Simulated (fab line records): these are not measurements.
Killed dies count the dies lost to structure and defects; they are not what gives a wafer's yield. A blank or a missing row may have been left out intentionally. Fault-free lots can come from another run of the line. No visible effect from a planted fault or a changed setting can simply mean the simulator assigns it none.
fab line records	flow sfq-line
[record] lots = 7	wafers = 19	last-day = 82
route steps=325 shown C5@240 M6@251 I6@266 M7@281 M8@325
lots that met no fault: from a run of the same line without faults
start-h: the number of hours between the record's first day and the start of the first shown wafer of the lot	wait-h: hours from the lot's prior step to this one	" the same as in the row above	L1.1+2: a single row standing in for several wafers	- either no value or no given start	* or withheld: withheld	< > ~ a bound
route shown NAME@n: names a module that has steps shown in the file, with the first one's number in the route	usual: mean and standard deviation over wafers with no fault	same: alike in all rows	chamber/n: place in a boat	sites: the reading at each site	_std_site: how widely they spread, as a standard deviation	_edge_site: the outer-site mean with the inner-site mean subtracted	radius-mm: for every site, how far away it sits from the centre of the wafer	mask NAME#n: copy n	behind: tool/chamber where the wafer was last shaped	hold: why the lot was held/for how many hours/how that ended	device: which transistor (n, p or np) failed to switch	end of line: the tests these same wafers got at the end of their route	for a step that has no rows: nothing shown but its recipe	killed: count of dies lost to structure and defects at first sort (not the wafer's yield)	map: shows each die of a wafer: x if killed, . if not, _ if none is there
set.NAME: setting as actually run; set.NAME@STEP: the setting as run at that earlier step	model.NAME: the simulator's own value behind a step, which no gauge read
lots at selected steps of the route; one table per step, one row per wafer
services: when a tool's chamber went out of use (start-h, in hours from the record's first day, below 0 if earlier), for how many hours, and the reason
[[steps]]
[step SFQ_TRILAYER_C5_LITHO_COAT_156]
[recipe] resist = BARC	spin-rpm = 3000	resist-thk-nm = 62
[step SFQ_TRILAYER_C5_LITHO_COAT_151]
[recipe] resist = KrF	spin-rpm = 3000	resist-thk-nm = 650
[step SFQ_TRILAYER_C5_LITHO_SOFTBAKE_155]
[recipe] temp-c = withheld	time-s = withheld	resist = KrF
[step SFQ_TRILAYER_C5_LITHO_EXPOSE_152]
[recipe] mask-id = C5	na = 0.6	source-shape = conventional	sigma-outer = 0.65	target-cd-nm = 500	dose-mj = 21.3
[step SFQ_TRILAYER_C5_LITHO_PEB_154]
[recipe] peb-temp-c = 115	peb-time-s = 60	resist = KrF
[step SFQ_TRILAYER_C5_LITHO_DEVELOP_153]
[recipe] time-s = 60	resist = KrF
[step SFQ_C5_OVL_MEAS_937]
[usual] C5_OVL = -5/5.6
lot.wafer	tool	chamber	start-h	wait-h	C5_OVL[nm]
L728.2	overlay-01	-	1528.97	0.1	-5
L728.3	"	-	"	"	-8
L728.4	"	-	"	"	-6
L735.1	overlay-01	-	1588.13	0.1	-6
L735.3	"	-	"	"	-9
L735.4	"	-	"	"	-8
L736.4	overlay-01	-	1590.55	0.1	-4
L736.5	"	-	"	"	-15
L737.1	overlay-01	-	1596.95	0.1	6
L737.4	"	-	"	"	5
L739.2	overlay-01	-	1614.95	0.1	-11
L739.3	"	-	"	"	-9
L739.4	"	-	"	"	-10
L745.2	overlay-01	-	1710.62	0.1	-14
L745.3	"	-	"	"	-7
L745.4	"	-	"	"	-9
L747.2	overlay-01	-	1761.18	0.1	-3
L747.4	"	-	"	"	1
L747.6	"	-	"	"	-6
[step SFQ_TRILAYER_C5_BARC_OPEN_VIA_ETCH_210]
[recipe] mask-material = PR	chemistry = O2	target-depth-nm = 125	target = BARC	source-w = 500	bias-w = 80	pressure-mtorr = 30	time-s = 41.7
[step SFQ_TRILAYER_C5_ETCH_VIA_ETCH_154]
[recipe] target = SiO2	mask-material = PR	chemistry = CHF3	target-depth-nm = 84	source-w = 500	bias-w = 80	pressure-mtorr = 30	time-s = withheld	stop-on = Nb
[step SFQ_TRILAYER_C5_STRIP_STRIP_155]
[recipe] gas = O2	power-w = 200	platen-temp-c = 40	overash-fraction = 0.65	chemistry = O2	pressure-mtorr = 50
[step SFQ_TRILAYER_C5_STRIP_SOLV_CLEAN_156]
[recipe] chemistry = NMP	temp-c = 70	time-s = 600
[step SFQ_TRILAYER_M6_DEP_PRE_CLEAN_158]
[recipe] gas = Ar	time-s = 22.5	bias-v = 250
[step SFQ_TRILAYER_M6_DEP_SPUTTER_157]
[recipe] material = Nb	base-pressure-pa = 1.33e-06	chamber-pressure-pa = 0.1333	substrate-temp-c = 20	target-thk-nm = 200	power-w = 2000	time-s = 133.3
[usual] throttle-valve-pct = 29.7/1.3
lot.wafer	tool	chamber	start-h	wait-h	throttle-valve-pct	model.Nb_of_TRILAYER_M6_DEP_SPUTTER_157.thk-nm
L728.2	pvd-sputter-06	-	1529.91	0.0	30.7	198.1
L728.3	"	-	"	"	29.0	200
L728.4	"	-	"	"	29.5	198.2
L735.1	pvd-sputter-04	-	1589.06	0.0	30.6	197.3
L735.3	"	-	"	"	27.5	199.6
L735.4	"	-	"	"	31.4	199.7
L736.4	pvd-sputter-06	-	1591.46	0.0	29.5	187.5
L736.5	"	-	"	"	29.2	196.8
L737.1	pvd-sputter-06	-	1597.88	0.0	31.0	200.5
L737.4	"	-	"	"	29.4	192.2
L739.2	pvd-sputter-06	-	1615.88	0.0	29.2	197.5
L739.3	"	-	"	"	29.5	198.7
L739.4	"	-	"	"	30.7	189.1
L745.2	pvd-sputter-06	-	1711.72	0.0	30.8	202.8
L745.3	"	-	"	"	29.3	202.3
L745.4	"	-	"	"	30.5	203.9
L747.2	pvd-sputter-04	-	1762.70	0.0	28.1	196.8
L747.4	"	-	"	"	30.7	198.3
L747.6	"	-	"	"	27.4	200.4
[step SFQ_M6_RS_MEAS_938]
[recipe] thk-meas-gauge = four-point-probe	reads = Nb_of_TRILAYER_M6_DEP_SPUTTER_157
[usual] M6_NB_RS = 0.889/0.011
lot.wafer	tool	chamber	start-h	wait-h	M6_NB_RS[ohm/sq]
L728.2	film-metro-03	-	1530.02	0.1	0.900
L728.3	"	-	"	"	0.890
L728.4	"	-	"	"	0.898
L735.1	film-metro-01	-	1589.15	0.0	0.902
L735.3	"	-	"	"	0.894
L735.4	"	-	"	"	0.891
L736.4	film-metro-03	-	1591.62	0.1	0.951
L736.5	"	-	"	"	0.906
L737.1	film-metro-04	-	1597.98	0.1	0.886
L737.4	"	-	"	"	0.928
L739.2	film-metro-01	-	1615.99	0.1	0.900
L739.3	"	-	"	"	0.898
L739.4	"	-	"	"	0.943
L745.2	film-metro-01	-	1711.83	0.1	0.876
L745.3	"	-	"	"	0.880
L745.4	"	-	"	"	0.874
L747.2	film-metro-03	-	1762.81	0.1	0.906
L747.4	"	-	"	"	0.897
L747.6	"	-	"	"	0.887
[step SFQ_TRILAYER_M6_LITHO_COAT_164]
[recipe] resist = BARC	spin-rpm = 3000	resist-thk-nm = 62
[step SFQ_TRILAYER_M6_LITHO_COAT_159]
[recipe] resist = KrF	spin-rpm = 3000	resist-thk-nm = 600
[step SFQ_TRILAYER_M6_LITHO_SOFTBAKE_163]
[recipe] temp-c = withheld	time-s = withheld	resist = KrF
[step SFQ_TRILAYER_M6_LITHO_EXPOSE_160]
[recipe] mask-id = M6	na = 0.6	source-shape = conventional	sigma-outer = 0.65	target-cd-nm = 500	dose-mj = 14.4
[step SFQ_TRILAYER_M6_LITHO_PEB_162]
[recipe] peb-temp-c = 115	peb-time-s = 60	resist = KrF
[step SFQ_TRILAYER_M6_LITHO_DEVELOP_161]
[recipe] time-s = 60	resist = KrF
[step SFQ_M6_OVL_MEAS_940]
[usual] M6_OVL = 1/5.6
lot.wafer	tool	chamber	start-h	wait-h	M6_OVL[nm]
L728.2	overlay-02	-	1539.04	0.1	-1
L728.3	"	-	"	"	-5
L728.4	"	-	"	"	-1
L735.1	overlay-02	-	1669.62	0.1	-5
L735.3	"	-	"	"	0
L735.4	"	-	"	"	3
L736.4	overlay-02	-	1672.04	0.1	-3
L736.5	"	-	"	"	0
L737.1	overlay-01	-	1678.02	0.1	2
L737.4	"	-	"	"	1
L739.2	overlay-02	-	1707.36	0.1	6
L739.3	"	-	"	"	5
L739.4	"	-	"	"	2
L745.2	overlay-01	-	1721.56	0.1	2
L745.3	"	-	"	"	-2
L745.4	"	-	"	"	3
L747.2	overlay-01	-	1768.53	0.1	5
L747.4	"	-	"	"	2
L747.6	"	-	"	"	6
[step SFQ_TRILAYER_M6_BARC_OPEN_METAL_ETCH_206]
[recipe] mask-material = PR	chemistry = O2	target-depth-nm = 125	target = BARC	icp-w = 600	bias-w = 80	pressure-mtorr = 10	time-s = 41.7
[step SFQ_TRILAYER_M6_ETCH_METAL_ETCH_162]
[recipe] target = Nb	stop-on = SiO2	mask-material = PR	chemistry = Cl2/Ar	target-depth-nm = 240	icp-w = 600	bias-w = 80	pressure-mtorr = 10	time-s = 120
[usual] drypump-motor-current-A = 5.6/0.39	oes-product-au = 0.895/0.008
[same] time-s = 120
lot.wafer	tool	chamber	start-h	wait-h	drypump-motor-current-A	oes-product-au	rf-hours-counter-h	model.M6.feature-depth-nm	model.etch.depth-nm
L728.2	rie-metal-03	0	1539.13	0.0	5.0	0.884	60	198.1	198.1
L728.3	"	1	"	"	5.7	0.892	-	200	200
L728.4	"	0	"	"	5.0	0.897	-	198.2	198.2
L735.1	rie-metal-01	1	1669.72	0.0	6.1	0.885	64	197.3	197.3
L735.3	"	0	"	"	5.3	0.900	-	199.6	199.6
L735.4	"	1	"	"	6.1	0.896	-	199.7	199.7
L736.4	rie-metal-01	0	1672.16	0.1	5.3	0.862	-	187.5	187.5
L736.5	"	0	"	"	5.4	0.886	-	196.8	196.8
L737.1	rie-metal-01	0	1678.12	0.0	5.3	0.900	15	200.5	200.5
L737.4	"	1	"	"	6.1	0.872	-	192.2	192.2
L739.2	rie-metal-01	1	1707.45	0.0	6.1	0.885	70	197.5	197.5
L739.3	"	1	"	"	6.1	0.886	-	198.7	198.7
L739.4	"	0	"	"	5.3	0.869	-	189.1	189.1
L745.2	rie-metal-03	1	1721.65	0.0	5.7	0.898	71	202.8	202.8
L745.3	"	1	"	"	5.7	0.900	-	202.3	202.3
L745.4	"	0	"	"	5.0	0.902	-	203.9	203.9
L747.2	rie-metal-03	1	1768.62	0.0	5.7	0.883	79	196.8	196.8
L747.4	"	0	"	"	5.0	0.887	-	198.3	198.3
L747.6	"	0	"	"	5.0	0.901	-	200.4	200.4
[step SFQ_TRILAYER_M6_STRIP_STRIP_163]
[recipe] gas = O2	power-w = 200	platen-temp-c = 40	overash-fraction = 0.65	chemistry = O2	pressure-mtorr = 50
[usual] drypump-motor-current-A = 5.6/0.39	oes-product-au = 0.990/0.014
lot.wafer	tool	chamber	start-h	wait-h	drypump-motor-current-A	oes-product-au	rf-hours-counter-h
L728.2	rie-metal-03	0	1539.25	0.1	5.0	1.008	60
L728.3	"	1	"	"	5.7	0.979	-
L728.4	"	0	"	"	5.0	1.016	-
L735.1	rie-metal-01	1	1669.85	0.1	6.1	0.989	64
L735.3	"	0	"	"	5.4	0.978	-
L735.4	"	1	"	"	6.1	0.982	-
L736.4	rie-metal-01	0	1672.45	0.2	5.3	0.980	-
L736.5	"	0	"	"	5.3	0.978	-
L737.1	rie-metal-01	0	1678.25	0.1	5.3	0.978	15
L737.4	"	1	"	"	6.1	0.982	-
L739.2	rie-metal-01	1	1707.58	0.1	6.1	0.984	70
L739.3	"	1	"	"	6.1	0.988	-
L739.4	"	0	"	"	5.3	0.970	-
L745.2	rie-metal-03	1	1721.78	0.1	5.7	0.971	72
L745.3	"	1	"	"	5.7	0.969	-
L745.4	"	0	"	"	5.0	1.020	-
L747.2	rie-metal-03	1	1768.75	0.1	5.7	0.980	79
L747.4	"	0	"	"	5.0	1.013	-
L747.6	"	0	"	"	5.0	1.006	-
[step SFQ_TRILAYER_M6_STRIP_SOLV_CLEAN_164]
[recipe] chemistry = NMP	temp-c = 70	time-s = 600
[step SFQ_TRILAYER_I6_DEP_PECVD_165]
[recipe] material = SiO2	temp-c = 150	time-s = 111.11	pressure-torr = 2.4	rf-w = 183.3	precursor = SiH4/N2O	target-thk-nm = 500
[usual] heater-power-outer-w = 29/10	heater-power-w = 85/14	throttle-valve-pct = 24.6/1.8
[same] time-s = 111.11
lot.wafer	tool	chamber	start-h	wait-h	heater-power-outer-w	heater-power-w	throttle-valve-pct
L728.2	pecvd-02	0	1540.06	0.0	21	77	24.1
L728.3	"	2	"	"	26	74	23.7
L728.4	"	0	"	"	22	80	23.8
L735.1	pecvd-04	2	1670.62	0.0	39	99	23.5
L735.3	"	0	"	"	41	98	23.5
L735.4	"	0	"	"	45	103	23.7
L736.4	pecvd-02	1	1673.23	0.0	26	93	22.9
L736.5	"	2	"	"	24	71	24.2
L737.1	pecvd-04	2	1679.20	0.0	37	98	23.6
L737.4	"	1	"	"	27	85	24.1
L739.2	pecvd-02	0	1708.35	0.0	24	84	24.8
L739.3	"	1	"	"	29	95	22.5
L739.4	"	1	"	"	16	81	22.7
L745.2	pecvd-04	0	1722.55	0.0	42	102	23.6
L745.3	"	2	"	"	40	97	23.6
L745.4	"	0	"	"	45	105	23.8
L747.2	pecvd-04	0	1769.52	0.0	48	109	23.8
L747.4	"	2	"	"	31	89	23.9
L747.6	"	2	"	"	34	91	23.6
[step SFQ_TRILAYER_I6_CMP_CMP_166]
[recipe] material = SiO2	down-force-psi = 3	platen-rpm = 60	pad-velocity-m-s = 0.94248
[usual] motor-current-A = 9.4/0.85	time-to-endpoint-s = 218/9
lot.wafer	tool	chamber	start-h	wait-h	motor-current-A	time-to-endpoint-s
L728.3	cmp-02	2	1540.14	0.0	8.1	203
L728.4	"	3	"	"	9.8	198
L728.2	"	1	1541.64	1.5	9.6	212
L735.1	cmp-01	2	1670.70	0.0	10.2	215
L735.3	"	0	1671.70	1.0	9.5	210
L735.4	"	1	"	"	8.5	218
L736.4	cmp-02	0	1673.27	0.0	8.7	221
L736.5	"	0	1675.27	2.0	8.7	217
L737.1	cmp-02	3	1680.27	1.0	9.5	209
L737.4	"	0	"	"	8.5	225
L739.3	cmp-02	3	1709.11	0.7	9.4	212
L739.4	"	0	"	"	8.5	234
L739.2	"	1	"	"	9.5	214
L745.2	cmp-02	2	1726.85	4.3	8.7	217
L745.3	"	0	1727.85	5.3	8.6	227
L745.4	"	1	"	"	10.0	227
L747.4	cmp-01	0	1773.86	4.3	10.2	225
L747.2	"	2	1774.86	5.3	9.7	213
L747.6	"	1	1776.36	6.7	8.7	228
[step SFQ_I6_BOW_MEAS_941]
[recipe] mode = bow
[usual] I6_BOW = 8/12
lot.wafer	tool	chamber	start-h	wait-h	I6_BOW[um]
L728.2	film-metro-02	-	1543.16	1.0	12
L728.3	"	-	"	"	12
L728.4	"	-	"	"	19
L735.1	film-metro-04	-	1673.70	2.5	26
L735.3	"	-	"	"	15
L735.4	"	-	"	"	15
L736.4	film-metro-03	-	1676.33	2.6	5
L736.5	"	-	"	"	7
L737.1	film-metro-03	-	1682.27	1.5	12
L737.4	"	-	"	"	10
L739.2	film-metro-02	-	1712.13	1.5	14
L739.3	"	-	"	"	18
L739.4	"	-	"	"	5
L745.2	film-metro-03	-	1729.87	2.5	21
L745.3	"	-	"	"	13
L745.4	"	-	"	"	29
L747.2	film-metro-04	-	1776.88	1.5	8
L747.4	"	-	"	"	5
L747.6	"	-	"	"	14
[step SFQ_TRILAYER_I6_METRO_MEASURE_167]
[usual] thk-nm = 200.2/1.2
lot.wafer	tool	chamber	start-h	wait-h	thk-nm
L728.2	film-metro-02	-	1543.46	0.3	199.3
L728.3	"	-	"	"	199.2
L728.4	"	-	"	"	198.4
L735.1	film-metro-04	-	1673.82	0.1	199.5
L735.3	"	-	"	"	201.0
L735.4	"	-	"	"	200.3
L736.4	film-metro-03	-	1676.99	0.6	199.8
L736.5	"	-	"	"	199.3
L737.1	film-metro-03	-	1682.39	0.1	197.9
L737.4	"	-	"	"	201.0
L739.2	film-metro-02	-	1712.43	0.3	199.9
L739.3	"	-	"	"	198.7
L739.4	"	-	"	"	200.5
L745.2	film-metro-03	-	1730.17	0.3	201.5
L745.3	"	-	"	"	201.9
L745.4	"	-	"	"	201.2
L747.2	film-metro-04	-	1777.18	0.3	200.2
L747.4	"	-	"	"	200.4
L747.6	"	-	"	"	201.1
[step SFQ_TRILAYER_I6_VIA_LITHO_COAT_174]
[recipe] resist = BARC	spin-rpm = 3000	resist-thk-nm = 62
[step SFQ_TRILAYER_I6_VIA_LITHO_COAT_169]
[recipe] resist = KrF	spin-rpm = 3000	resist-thk-nm = 650
[step SFQ_TRILAYER_I6_VIA_LITHO_SOFTBAKE_173]
[recipe] temp-c = withheld	time-s = withheld	resist = KrF
[step SFQ_TRILAYER_I6_VIA_LITHO_EXPOSE_170]
[recipe] mask-id = I6	na = 0.6	source-shape = conventional	sigma-outer = 0.65	target-cd-nm = 700	dose-mj = 21.3
[step SFQ_TRILAYER_I6_VIA_LITHO_PEB_172]
[recipe] peb-temp-c = 115	peb-time-s = 60	resist = KrF
[step SFQ_TRILAYER_I6_VIA_LITHO_DEVELOP_171]
[recipe] time-s = 60	resist = KrF
[step SFQ_I6_OVL_MEAS_942]
[usual] I6_OVL = 0/5.1
lot.wafer	tool	chamber	start-h	wait-h	I6_OVL[nm]
L728.2	overlay-01	-	1603.63	0.1	-5
L728.3	"	-	"	"	-4
L728.4	"	-	"	"	-4
L735.1	overlay-01	-	1767.26	0.1	-9
L735.3	"	-	"	"	-12
L735.4	"	-	"	"	-9
L736.4	overlay-02	-	1769.68	0.1	-6
L736.5	"	-	"	"	4
L737.1	overlay-01	-	1773.26	0.1	-1
L737.4	"	-	"	"	2
L739.2	overlay-02	-	1799.79	0.1	0
L739.3	"	-	"	"	4
L739.4	"	-	"	"	4
L745.2	overlay-01	-	1823.79	0.1	4
L745.3	"	-	"	"	6
L745.4	"	-	"	"	5
L747.2	overlay-01	-	1866.99	0.1	7
L747.4	"	-	"	"	7
L747.6	"	-	"	"	7
[step SFQ_TRILAYER_I6_VIA_BARC_OPEN_VIA_ETCH_235]
[recipe] mask-material = PR	chemistry = O2	target-depth-nm = 125	target = BARC	source-w = 500	bias-w = 80	pressure-mtorr = 30	time-s = 41.7
[step SFQ_TRILAYER_I6_VIA_ETCH_VIA_ETCH_172]
[recipe] target = SiO2	stop-on = Nb	mask-material = PR	taper-deg = 20	chemistry = CHF3	target-depth-nm = 260	source-w = 500	bias-w = 80	pressure-mtorr = 30	time-s = withheld
[usual] drypump-motor-current-A = 5.8/0.45	oes-product-au = 0.855/0.0049
lot.wafer	tool	chamber	start-h	wait-h	drypump-motor-current-A	oes-product-au
L728.2	rie-diel-01	0	1603.70	0.0	6.0	0.859
L728.3	"	1	"	"	5.4	0.856
L728.4	"	3	"	"	5.9	0.858
L735.1	rie-diel-01	3	1767.33	0.0	6.0	0.853
L735.3	"	2	"	"	6.1	0.859
L735.4	"	0	"	"	6.0	0.860
L736.4	rie-diel-04	3	1769.73	0.0	5.6	0.845
L736.5	"	1	"	"	6.0	0.850
L737.1	rie-diel-01	0	1773.33	0.0	6.0	0.853
L737.4	"	3	"	"	5.9	0.859
L739.2	rie-diel-03	2	1799.86	0.0	5.7	0.851
L739.3	"	0	"	"	5.3	0.854
L739.4	"	0	"	"	5.3	0.855
L745.2	rie-diel-03	2	1823.86	0.0	5.7	0.860
L745.3	"	3	"	"	5.2	0.858
L745.4	"	0	"	"	5.3	0.857
L747.2	rie-diel-03	0	1867.06	0.0	5.3	0.852
L747.4	"	1	"	"	6.7	0.848
L747.6	"	2	"	"	5.7	0.860
[step SFQ_TRILAYER_I6_VIA_STRIP_STRIP_173]
[recipe] gas = O2	power-w = 200	platen-temp-c = 40	overash-fraction = 0.65	chemistry = O2	pressure-mtorr = 50
[step SFQ_TRILAYER_I6_VIA_STRIP_SOLV_CLEAN_174]
[recipe] chemistry = NMP	temp-c = 70	time-s = 600
[step SFQ_TRILAYER_M7_DEP_PRE_CLEAN_176]
[recipe] gas = Ar	time-s = 22.5	bias-v = 250
[step SFQ_M8_BOW_MEAS_951]
[recipe] mode = bow
[usual] M8_BOW = 10/13
lot.wafer	tool	chamber	start-h	wait-h	M8_BOW[um]	model.etest.m6.ohm-um	model.etest.i5.link-ohm	model.etest.i6.link-ohm	model.etest.m6.ohm-sq
L728.2	film-metro-03	-	1633.75	0.0	14	1.792	2.289	1.892	0.8981
L728.3	"	-	"	"	14	1.769	2.268	1.863	0.8894
L728.4	"	-	"	"	22	1.794	2.285	1.876	0.8976
L735.1	film-metro-01	-	1876.23	0.0	23	1.806	2.276	1.87	0.9017
L735.3	"	-	"	"	13	1.802	2.278	1.875	0.891
L735.4	"	-	"	"	14	1.79	2.298	1.894	0.8906
L736.4	film-metro-01	-	1881.72	0.1	6	1.915	2.324	1.921	0.9489
L736.5	"	-	"	"	9	1.824	2.27	1.878	0.9041
L737.1	film-metro-04	-	1882.86	0.0	16	1.788	2.269	1.876	0.8872
L737.4	"	-	"	"	15	1.85	2.305	1.909	0.9257
L739.2	film-metro-04	-	1901.79	0.0	18	1.815	2.264	1.874	0.9007
L739.3	"	-	"	"	24	1.795	2.268	1.889	0.8951
L739.4	"	-	"	"	11	1.899	2.344	1.934	0.9407
L745.2	film-metro-04	-	1934.18	0.0	25	1.744	2.269	1.861	0.8771
L745.3	"	-	"	"	18	1.757	2.255	1.876	0.8795
L745.4	"	-	"	"	34	1.744	2.234	1.864	0.8724
L747.2	film-metro-01	-	1977.18	0.0	6	1.813	2.263	1.899	0.904
L747.4	"	-	"	"	3	1.801	2.276	1.867	0.8972
L747.6	"	-	"	"	14	1.782	2.253	1.879	0.8876
[[services]]
tool	chamber	start-h	hours	kind
pecvd-04	-	1520.03	0.7	repair
rie-diel-03	3	1521.67	6.2	repair
rie-diel-03	1	1545.50	6.1	repair
pecvd-04	-	1568.21	4.9	repair
pecvd-02	-	1615.70	0.9	repair
cmp-02	-	1639.70	6.2	pm
pecvd-04	2	1642.43	6.5	repair
pecvd-02	-	1648.35	6.0	pm
rie-diel-01	-	1659.22	2.8	pm
cmp-02	-	1668.41	3.4	repair
cmp-02	-	1677.50	0.4	repair
pecvd-04	-	1692.17	2.8	pm
pecvd-04	-	1698.03	0.6	repair
pvd-sputter-06	-	1724.42	36.5	repair
rie-metal-01	-	1747.45	2.8	pm
cmp-02	-	1749.65	14.0	pm
pecvd-04	1	1759.96	10.3	repair
rie-metal-01	-	1763.33	2.4	repair
rie-diel-03	-	1764.99	15.6	pm
cmp-02	-	1769.68	4.0	pm
cmp-02	-	1820.01	4.5	pm
rie-diel-01	0	1822.70	94.0	repair
rie-diel-03	0	1854.11	6.6	repair
pvd-sputter-06	-	1858.36	1.2	repair
[[key]]
[first-sign] step = SFQ_M6_RS_MEAS_938	reading = M6_NB_RS	direction = up	sigmas = 4.6	usual = 0.889	struck = 0.941
[effect] step = SFQ_TRILAYER_M6_ETCH_METAL_ETCH_162	reading = oes-product-au	direction = down	sigmas = 3.4	usual = 0.895	struck = 0.868
[model-effect] step = SFQ_TRILAYER_M6_DEP_SPUTTER_157	value = Nb_of_TRILAYER_M6_DEP_SPUTTER_157.thk-nm	without = 198.5	struck = 189.6
[model-effect] step = SFQ_TRILAYER_M6_ETCH_METAL_ETCH_162	value = M6.feature-depth-nm	without = 198.5	struck = 189.6
[model-effect] step = SFQ_M8_BOW_MEAS_951	value = etest.m6.ohm-um	without = 1.803	struck = 1.888
met-at SFQ_TRILAYER_M6_DEP_SPUTTER_157
struck-wafers L736.4,L737.4,L739.4
onset-between 1529.91 1591.46
[fault] kind = process-parameter-drift	tool = pvd-sputter-06	chamber = -	onset-h = 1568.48	steps = SFQ_TRILAYER_M6_DEP_SPUTTER_157	channel = target-thk-nm	offset = -8.8879	shape = step	end-h = 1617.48	scope = struck-wafers-only	acts-in = these-recipes-only	stated = 200
